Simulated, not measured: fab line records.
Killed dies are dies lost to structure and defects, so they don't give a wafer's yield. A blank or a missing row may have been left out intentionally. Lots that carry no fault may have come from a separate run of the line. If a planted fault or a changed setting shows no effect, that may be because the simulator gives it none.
Code-filled problem report in 8D (eight disciplines) form || flow gf180mcu || the parts of the form that need people (team, actions taken, sign-off) are left out

== 1. WHAT WENT WRONG ==
Across 6 wafers from 2 lots, MVPSD_RS at GF_VT_IMPLANT_RS_MEAS_49 averages 1105 ohm/sq, while fault-free wafers read 1169 ohm/sq with a standard deviation of 3.5. That puts it -18 standard deviations away from the usual mean.
The step: measures by four-point-probe.
First observed at day 11 15:42: wafer L215.2, on film metro-03. Wafers with a number at this step in the record: 39, from 13 lots. By rule, "out" or "out of limits" means more than 4 standard deviations away from the usual mean. All remaining wafers that have a number are taken as sound.

== 2. WHAT IT IS, AND WHAT IT ISN'T ==
{"question": "which readings at this step", "is": "MVPSD_RS", "is not": "-"}
{"question": "which lots", "is": "L215, L216", "is not": "L201, L202, L203, L204, L206, L207, L208, L211, L213, L217, L223"}
{"question": "which wafers of those lots", "is": "all that have a number", "is not": "-"}
{"question": "read on which gauges", "is": "film metro-03, film metro-04", "is not": "film metro-02"}
{"question": "when", "is": "from day 11 15:42", "is not": "up to then (27 sound wafers); but 6 sound wafers of L217, L223 came after"}

== 3. THE SUSPECTS, EACH WITH WHAT RULES IT OUT ==
Counting: a tool at a process step up to the reading stays a suspect if it ran every lot that is out and no sound lot after the first of them.
- the gauge at GF_VT_IMPLANT_RS_MEAS_49 has been ruled out. Those wafers that are out were read across 2 gauges (film metro-03, film metro-04).
- implanter-03 at GF_MVPSD_IMPLANT_09: kept. All lots that are out passed through it, beginning with L215 at day 8 17:16, and no sound lot followed; its final sound lot before that point was L213 at day 8 04:17. Out on those wafers are its own readings of dose ions cm2, faraday current uA.
Left after counting: implanter-03 at GF_MVPSD_IMPLANT_09.

== 4. THE CAUSE (what the simulator had put in) ==
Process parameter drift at GF_MVPSD_IMPLANT_09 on implanter-03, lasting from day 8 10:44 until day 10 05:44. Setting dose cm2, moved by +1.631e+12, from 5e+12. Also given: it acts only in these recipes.
Only this tool survived the counting.

== 5. THE EFFECT CHAIN, in route order ==
One row per reading whose mean, taken over the struck wafers that have a number, lies over 3 standard deviations from the usual. Only readings for which the record gives a usual standard deviation are gone through. hours: the time from each lot's start at the first step in this table that gives one to its start at this step, as a median over the lots. sigmas: the change in usual standard deviations.
{"hours": 0, "step": "GF_MVPSD_IMPLANT_09", "reading": "dose ions cm2", "usual": 5e+12, "on struck wafers": 7e+12, "change": "+2e+12", "sigmas": "+99 or more"}
{"hours": 0, "step": "GF_MVPSD_IMPLANT_09", "reading": "faraday current uA", "usual": 28.2, "on struck wafers": 38.0, "change": "+9.8", "sigmas": "+16"}
{"hours": 72, "step": "GF_VT_IMPLANT_RS_MEAS_49", "reading": "MVPSD_RS", "usual": "1169 ohm/sq", "on struck wafers": 1105, "change": -64, "sigmas": -18}
It contains these process steps:
- GF_MVPSD_IMPLANT_09

== 6. HOW IT WOULD HAVE BEEN CAUGHT EARLIER ==
77 hours passed between the start of the fault at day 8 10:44 and the first reading out of limits at a measuring or inspecting step in this record, taken at day 11 15:42.
Tool's own readings at GF_MVPSD_IMPLANT_09, dose ions cm2, faraday current uA: out on all struck wafers the step has rows for; an alarm limit on them would have tripped on the first.
By day 11 15:42 the whole set of lots that are out, 2 in number, had already begun GF_MVPSD_IMPLANT_09 on implanter-03. Tool hold at that time: it would have spared none of them.
